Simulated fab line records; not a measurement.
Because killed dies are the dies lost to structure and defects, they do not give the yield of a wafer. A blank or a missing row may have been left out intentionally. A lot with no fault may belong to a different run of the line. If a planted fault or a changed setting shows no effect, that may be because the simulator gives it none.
Which of the tools did it? || flow sky130 || Sampling: 6 lots, 18 wafers, 2 of 708 route steps

== WHAT THE GAUGES SHOWED, per wafer ==
SKY_VT_ADJUST_NCORE_TW_MEAS_11.
{"lot": "L775", "measured": "day 9 01:16", "on": "film_metro-03", "VT_ADJUST_NCORE_TW": "220.1 219.9 219.0"}
{"lot": "L781", "measured": "day 10 18:53", "on": "film_metro-03", "VT_ADJUST_NCORE_TW": "220.6 220.0 220.7"}
{"lot": "L785", "measured": "day 11 20:59", "on": "film_metro-04", "VT_ADJUST_NCORE_TW": "236.9 237.7 237.2"}
{"lot": "L789", "measured": "day 13 03:58", "on": "film_metro-03", "VT_ADJUST_NCORE_TW": "219.4 220.9 219.5"}
{"lot": "L794", "measured": "day 14 10:05", "on": "film_metro-04", "VT_ADJUST_NCORE_TW": "222.0 221.9 221.9"}
{"lot": "L797", "measured": "day 15 11:01", "on": "film_metro-01", "VT_ADJUST_NCORE_TW": "216.2 217.7 217.8"}

== EACH LOT AND THE TOOL THAT RAN IT (in order: tool; ch and the chambers of the sampled wafers; start) ==
{"lot": "L775", "SKY_VT_ADJUST_NCORE_IMPLANT_09": "implanter-04 ch 0, day 9 01:01"}
{"lot": "L781", "SKY_VT_ADJUST_NCORE_IMPLANT_09": "implanter-02 ch 0, day 10 18:40"}
{"lot": "L785", "SKY_VT_ADJUST_NCORE_IMPLANT_09": "implanter-01 ch 0, day 11 20:44"}
{"lot": "L789", "SKY_VT_ADJUST_NCORE_IMPLANT_09": "implanter-04 ch 0, day 13 03:43"}
{"lot": "L794", "SKY_VT_ADJUST_NCORE_IMPLANT_09": "implanter-04 ch 0, day 14 09:50"}
{"lot": "L797", "SKY_VT_ADJUST_NCORE_IMPLANT_09": "implanter-04 ch 0, day 15 10:48"}
- SKY_VT_ADJUST_NCORE_IMPLANT_09

== THE ANSWER, worked out from the rows above alone ==
Rule: usual is defined by the lots themselves. Put in order of their means at a reading, lots are off if they are a third of the lots or fewer, leave a main group of 4 or more, and stand apart from it by a gap of 3 or more times the standard deviation of the main group's means; of several such gaps the widest counts. If all means in a main group match to the digits the tables above print for the reading, that group is not used. A lot without any number at a reading at which 4 lots or more have one is off too. Where the step has rows for the other lots, those lots are counted as sound.
Off: L785, seen at SKY_VT_ADJUST_NCORE_TW_MEAS_11 (VT_ADJUST_NCORE_TW). For the main group the mean is 219.8 and the standard deviation 1.5.
If a tool, at a process step before that reading, ran all the lots that are off and no sound lot after the first of them, it fits. Those tools and the gauges at SKY_VT_ADJUST_NCORE_TW_MEAS_11 are tried in the same way. One candidate fits, namely implanter-01 at SKY_VT_ADJUST_NCORE_IMPLANT_09. It ran no sound lot before its first lot that is off in this sample, so the start can't be narrowed down.

== WHAT THE SIMULATOR PUT IN ==
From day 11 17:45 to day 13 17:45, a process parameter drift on implanter-01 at SKY_VT_ADJUST_NCORE_IMPLANT_09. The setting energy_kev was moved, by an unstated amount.
Shown lots that were struck: L785. The rule above found the same.
